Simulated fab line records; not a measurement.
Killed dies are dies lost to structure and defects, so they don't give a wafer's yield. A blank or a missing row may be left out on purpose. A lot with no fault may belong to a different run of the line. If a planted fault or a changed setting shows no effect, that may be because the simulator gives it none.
fab line records    flow sky130
[record] lots = 15  wafers = 45  lastDay = 50
route steps=708 shown LOCAL_INTERCONNECT@402 METAL1@449 VIA1@470
lots that met no fault: taken from a fault-free run of the same line
startH: hours from the record's opening day to when the first of the lot's shown wafers began    waitH: hours from the lot's prior step to this one    " same as the row above    L1.1+2: several wafers, shown together as one row    - no value, or no start given    * or withheld: withheld    < > ~ a bound
route shown NAME@n: a module of which the file shows steps, and the number in the route of the first    usual: mean and standard deviation over wafers with no fault    same: alike in all rows    chamber/n: place in a boat    sites: per-site readings    _std_site: standard deviation across them    _edge_site: the outer-site mean with the inner-site mean subtracted    radiusMm: for every site, how far away it sits from the centre of the wafer    mask NAME#n: copy n    behind: the most recent tool/chamber to have shaped the wafer    hold: the reason the lot was held/the length of the hold in hours/how it ended    device: names the non-switching transistor (n, p or np)    end of line: at the end of the route, the tests of the same wafers    a step with no rows: only its recipe    killed: at the first sort, the dies lost to defects and structure; wafer yield is something else    map: a wafer's dies, x killed, . not, _ none there
set.NAME: the setting the step ran with; set.NAME@STEP: the setting that earlier step ran with    model.NAME: the simulator's own value behind a step, which no gauge read
a sample of lots followed through the steps of the route, with each step as a table and each wafer as a row
services: a tool's chamber out of use, with start hour (startH, from the record's first day; less than 0 if before it), hours out, and reason
[[steps]]
[step SKY_LOCAL_INTERCONNECT_STRIP_15]
[recipe] chemistry = O2/N2  powerW = 1400  pressureMtorr = 1500  platenTempC = withheld  o2FlowSccm = 3000  n2FlowSccm = 300  overashFraction = 0.5
[usual] chamberPressureMTorr = 1499.9/1.2  drypumpMotorCurrentA = 5.8/0.43  oesProductAu = 0.427/0.0045  stripTimeToEndpointS = 4.732/0.016
lot.wafer  tool            chamber  startH  waitH  chamberPressureMTorr  drypumpMotorCurrentA  oesProductAu  rfHoursCounterH  stripTimeToEndpointS
L113.2     plasmaAsher-04  1        738.63  0.0    1500.4                6.3                   0.437         62               4.747
L113.4     "               0        "       "      1499.7                5.9                   0.428         -                4.741
L113.5     "               1        "       "      1498.1                6.3                   0.418         -                4.740
L112.1     plasmaAsher-04  1        740.82  0.0    1497.7                6.3                   0.426         62               4.727
L112.4     "               0        "       "      1501.3                5.9                   0.427         -                4.736
L112.6     "               1        "       "      1499.8                6.3                   0.425         -                4.742
L114.2     plasmaAsher-04  0        741.17  0.0    1498.8                5.9                   0.429         62               4.738
L114.3     "               0        "       "      1501.0                6.0                   0.427         -                4.729
L114.5     "               1        "       "      1499.4                6.3                   0.422         -                4.714
L115.2     plasmaAsher-04  0        743.31  0.0    1499.1                5.9                   0.420         63               4.730
L115.4     "               0        "       "      1499.9                6.0                   0.423         -                4.743
L115.5     "               1        "       "      1499.1                6.3                   0.432         -                4.718
L116.1     plasmaAsher-04  1        753.01  0.0    1500.1                6.4                   0.418         64               4.744
L116.2     "               0        "       "      1502.3                5.9                   0.428         64               4.759
L116.3     "               0        "       "      1499.7                5.9                   0.427         -                4.762
L119.2     plasmaAsher-02  0        774.46  0.0    1496.7                5.6                   0.424         90               4.752
L119.3     "               0        "       "      1498.6                5.7                   0.429         -                4.742
L119.6     "               0        "       "      1498.5                5.7                   0.425         -                4.737
L120.1     plasmaAsher-01  0        775.11  0.0    1502.1                5.2                   0.430         3                4.751
L120.3     "               0        "       "      1502.0                5.2                   0.418         -                4.751
L120.6     "               0        "       "      1501.8                5.2                   0.427         -                4.701
L121.2     plasmaAsher-04  0        785.54  0.0    1499.2                6.0                   0.433         68               4.745
L121.3     "               1        "       "      1500.1                6.3                   0.430         -                4.731
L121.4     "               0        "       "      1500.1                5.9                   0.435         -                4.733
L122.1     plasmaAsher-04  1        797.54  0.0    1500.1                6.4                   0.432         69               4.774
L122.2     "               0        "       "      1499.0                5.9                   0.429         69               4.736
L122.5     "               0        "       "      1496.8                5.9                   0.437         -                4.762
L125.1     plasmaAsher-01  1        811.22  0.0    1499.6                5.7                   0.422         7                4.722
L125.2     "               0        "       "      1498.5                5.2                   0.427         7                4.768
L125.4     "               1        "       "      1500.4                5.7                   0.423         -                4.698
L126.2     plasmaAsher-01  0        822.89  0.0    1500.6                5.2                   0.426         8                4.703
L126.3     "               1        "       "      1498.6                5.7                   0.429         -                4.727
L126.6     "               1        "       "      1499.6                5.7                   0.423         -                4.720
L129.2     plasmaAsher-02  1        836.93  0.1    1502.2                5.1                   0.428         96               4.715
L129.3     "               1        "       "      1500.5                5.1                   0.425         -                4.720
L129.5     "               0        "       "      1501.1                5.7                   0.426         -                4.735
L131.2     plasmaAsher-01  0        856.15  0.1    1500.9                5.3                   0.428         12               4.727
L131.5     "               1        "       "      1502.7                5.7                   0.422         -                4.726
L131.6     "               0        "       "      1499.8                5.2                   0.421         -                4.727
L133.2     plasmaAsher-04  0        878.71  0.0    1500.1                5.9                   0.428         78               4.741
L133.3     "               1        "       "      1500.6                6.3                   0.431         -                4.761
L133.4     "               0        "       "      1499.8                5.9                   0.432         -                4.735
L135.2     plasmaAsher-04  1        881.07  0.0    1498.4                6.3                   0.430         78               4.766
L135.5     "               1        "       "      1499.3                6.3                   0.429         -                4.749
L135.6     "               0        "       "      1498.0                5.9                   0.440         -                4.720
[step SKY_METAL1_CD_MEAS_15]
[recipe] targetCdNm = 140
[usual] cdNm = 140.1/1.3
lot.wafer  tool      chamber  startH  waitH  cdNm
L113.2     cdSem-01  -        795.86  -      140.2
L113.4     "         -        "       "      141.6
L113.5     "         -        "       "      140.2
L112.1     cdSem-01  -        797.91  -      141.2
L112.4     "         -        "       "      144.3
L112.6     "         -        "       "      141.3
L114.2     cdSem-01  -        799.95  -      139.5
L114.3     "         -        "       "      138.9
L114.5     "         -        "       "      139.5
L115.2     cdSem-01  -        801.61  -      139.1
L115.4     "         -        "       "      140.4
L115.5     "         -        "       "      140.1
L116.1     cdSem-01  -        811.09  -      139.2
L116.2     "         -        "       "      138.4
L116.3     "         -        "       "      139.5
L119.2     cdSem-01  -        831.88  -      141.1
L119.3     "         -        "       "      141.4
L119.6     "         -        "       "      141.5
L120.1     cdSem-02  -        832.19  -      140.7
L120.3     "         -        "       "      139.2
L120.6     "         -        "       "      141.4
L121.2     cdSem-01  -        842.51  -      139.8
L121.3     "         -        "       "      140.3
L121.4     "         -        "       "      138.8
L122.1     cdSem-01  -        853.64  -      138.6
L122.2     "         -        "       "      141.7
L122.5     "         -        "       "      138.8
L125.1     cdSem-02  -        867.18  -      140.3
L125.2     "         -        "       "      141.2
L125.4     "         -        "       "      140.8
L126.2     cdSem-01  -        880.06  -      142.3
L126.3     "         -        "       "      141.7
L126.6     "         -        "       "      141.0
L129.2     cdSem-02  -        892.83  -      141.6
L129.3     "         -        "       "      140.5
L129.5     "         -        "       "      141.1
L131.2     cdSem-01  -        911.21  -      139.0
L131.5     "         -        "       "      140.0
L131.6     "         -        "       "      139.8
L133.2     cdSem-02  -        932.13  -      140.0
L133.3     "         -        "       "      139.4
L133.4     "         -        "       "      140.6
L135.2     cdSem-02  -        934.21  -      137.6
L135.5     "         -        "       "      139.4
L135.6     "         -        "       "      140.4
[step SKY_METAL1_STRIP_20]
[recipe] chemistry = O2/N2  powerW = 1400  pressureMtorr = 1500  platenTempC = withheld  o2FlowSccm = 3000  n2FlowSccm = 300  overashFraction = 0.5
[usual] chamberPressureMTorr = 1500.1/1.4  drypumpMotorCurrentA = 5.7/0.34  oesProductAu = 0.344/0.0051  stripTimeToEndpointS = 2.73/0.058
lot.wafer  tool            chamber  startH  waitH  chamberPressureMTorr  drypumpMotorCurrentA  oesProductAu  rfHoursCounterH  stripTimeToEndpointS
L113.2     plasmaAsher-01  1        796.18  0.1    1501.2                5.7                   0.344         5                2.69
L113.4     "               0        "       "      1500.9                5.2                   0.344         -                2.76
L113.5     "               0        "       "      1498.9                5.2                   0.347         -                2.71
L112.1     plasmaAsher-01  1        798.26  0.1    1498.6                5.7                   0.354         5                2.79
L112.4     "               0        "       "      1498.6                5.2                   0.355         -                2.80
L112.6     "               1        "       "      1498.9                5.7                   0.348         -                2.82
L114.2     plasmaAsher-03  0        800.27  0.1    1499.1                5.6                   0.348         37               2.77
L114.3     "               0        "       "      1499.2                5.6                   0.348         -                2.79
L114.5     "               0        "       "      1500.4                5.6                   0.335         -                2.79
L115.2     plasmaAsher-01  0        801.93  0.1    1500.7                5.2                   0.343         6                2.68
L115.4     "               0        "       "      1501.4                5.2                   0.349         -                2.68
L115.5     "               1        "       "      1501.6                5.7                   0.350         -                2.76
L116.1     plasmaAsher-04  1        811.43  0.1    1498.0                6.3                   0.339         71               2.67
L116.2     "               0        "       "      1500.7                5.9                   0.349         71               2.76
L116.3     "               1        "       "      1502.6                6.3                   0.340         -                2.72
L119.2     plasmaAsher-01  1        832.21  0.1    -                     -                     -             -                -
L119.3     "               1        "       "      -                     -                     -             -                -
L119.6     "               0        "       "      -                     -                     -             -                -
L120.1     plasmaAsher-03  1        832.53  0.1    -                     -                     -             -                -
L120.3     "               0        "       "      -                     -                     -             -                -
L120.6     "               1        "       "      -                     -                     -             -                -
L121.2     plasmaAsher-01  1        842.83  0.1    -                     -                     -             -                -
L121.3     "               0        "       "      -                     -                     -             -                -
L121.4     "               1        "       "      -                     -                     -             -                -
L122.1     plasmaAsher-01  0        854.17  0.1    1498.7                5.2                   0.350         11               2.82
L122.2     "               1        "       "      1498.6                5.7                   0.342         11               2.78
L122.5     "               0        "       "      1497.3                5.2                   0.345         -                2.80
L125.1     plasmaAsher-01  0        867.63  0.1    1500.9                5.2                   0.337         13               2.66
L125.2     "               1        "       "      1500.9                5.7                   0.343         13               2.76
L125.4     "               0        "       "      1498.6                5.2                   0.348         -                2.69
L126.2     plasmaAsher-03  1        880.38  0.1    1500.6                5.6                   0.349         44               2.72
L126.3     "               0        "       "      1498.9                5.6                   0.345         -                2.75
L126.6     "               0        "       "      1499.3                5.6                   0.344         -                2.63
L129.2     plasmaAsher-03  0        893.16  0.1    1501.2                5.6                   0.346         46               2.78
L129.3     "               1        "       "      1501.8                5.6                   0.344         -                2.81
L129.5     "               0        "       "      1503.2                5.6                   0.352         -                2.78
L131.2     plasmaAsher-03  0        911.53  0.1    1501.3                5.6                   0.341         47               2.62
L131.5     "               1        "       "      1500.3                5.7                   0.339         -                2.73
L131.6     "               0        "       "      1499.6                5.6                   0.337         -                2.62
L133.2     plasmaAsher-01  0        932.46  0.1    1497.5                5.3                   0.350         19               2.73
L133.3     "               0        "       "      1500.4                5.2                   0.344         -                2.65
L133.4     "               1        "       "      1501.0                5.7                   0.343         -                2.73
L135.2     plasmaAsher-04  0        934.53  0.1    1501.4                6.0                   0.353         84               2.80
L135.5     "               0        "       "      1500.5                5.9                   0.340         -                2.67
L135.6     "               1        "       "      1500.6                6.3                   0.349         -                2.81
[step SKY_VIA1_CD_MEAS_12]
[recipe] targetCdNm = 150
[usual] cdNm = 149.8/1.6
lot.wafer  tool      chamber  startH  waitH  cdNm
L113.2     cdSem-02  -        823.77  -      149.2
L113.4     "         -        "       "      149.6
L113.5     "         -        "       "      148.4
L112.1     cdSem-02  -        825.43  -      149.0
L112.4     "         -        "       "      149.7
L112.6     "         -        "       "      148.6
L114.2     cdSem-01  -        828.27  -      151.5
L114.3     "         -        "       "      151.2
L114.5     "         -        "       "      150.7
L115.2     cdSem-02  -        830.06  -      150.5
L115.4     "         -        "       "      151.9
L115.5     "         -        "       "      151.7
L116.1     cdSem-01  -        839.13  -      149.0
L116.2     "         -        "       "      149.6
L116.3     "         -        "       "      146.6
L122.1     cdSem-01  -        882.13  -      150.6
L122.2     "         -        "       "      150.8
L122.5     "         -        "       "      151.6
L125.1     cdSem-01  -        895.08  -      150.0
L125.2     "         -        "       "      150.0
L125.4     "         -        "       "      150.3
L126.2     cdSem-01  -        906.47  -      148.0
L126.3     "         -        "       "      150.3
L126.6     "         -        "       "      150.0
L129.2     cdSem-01  -        919.10  -      148.3
L129.3     "         -        "       "      148.7
L129.5     "         -        "       "      149.8
L131.2     cdSem-01  -        938.37  -      151.0
L131.5     "         -        "       "      150.4
L131.6     "         -        "       "      148.9
L133.2     cdSem-01  -        958.42  -      149.3
L133.3     "         -        "       "      152.2
L133.4     "         -        "       "      150.2
L135.2     cdSem-02  -        960.16  -      147.1
L135.5     "         -        "       "      144.9
L135.6     "         -        "       "      146.0
[[services]]
tool            chamber  startH  hours  kind
plasmaAsher-01  -        733.75  9.0    pm
plasmaAsher-01  0        733.75  9.0    ventCycle
plasmaAsher-01  1        733.75  9.0    ventCycle
plasmaAsher-02  -        740.03  28.1   pm
plasmaAsher-01  0        742.75  -      clean
plasmaAsher-01  1        742.75  -      clean
plasmaAsher-01  -        748.93  9.5    repair
plasmaAsher-03  -        806.46  14.6   pm
plasmaAsher-02  -        864.15  2.8    pm
plasmaAsher-03  -        932.40  6.3    repair
plasmaAsher-02  -        933.20  15.6   pm
[[key]]
[firstSign] step = SKY_METAL1_STRIP_20  reading = toolRecord  direction = missing
effect none on later readings
metAt SKY_METAL1_STRIP_20
struckLots L119,L120,L121
laterRowsLeftOut L119.2,L119.3,L119.6,L120.1,L120.3,L120.6,L121.2,L121.3,L121.4
sortLeftOut L119.2,L119.3,L119.6,L120.1,L120.3,L120.6,L121.2,L121.3,L121.4
notActingAt SKY_LOCAL_INTERCONNECT_STRIP_15,SKY_METAL1_CD_MEAS_15,SKY_VIA1_CD_MEAS_12
onsetBetween 801.93 832.21
[fault] kind = skippedStepWhole  tool = plasmaAsher-01,plasmaAsher-03  chamber = -  onsetH = 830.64  steps = SKY_METAL1_STRIP_20  scope = struckLotsOnly
// sortLeftOut: the simulated sort isn't trusted on such a fault, so these wafers' sort isn't shown, and their yield isn't known
// laterRowsLeftOut: the simulator's readings of these wafers behind a module that went badly wrong aren't trusted and aren't shown, but for the sort
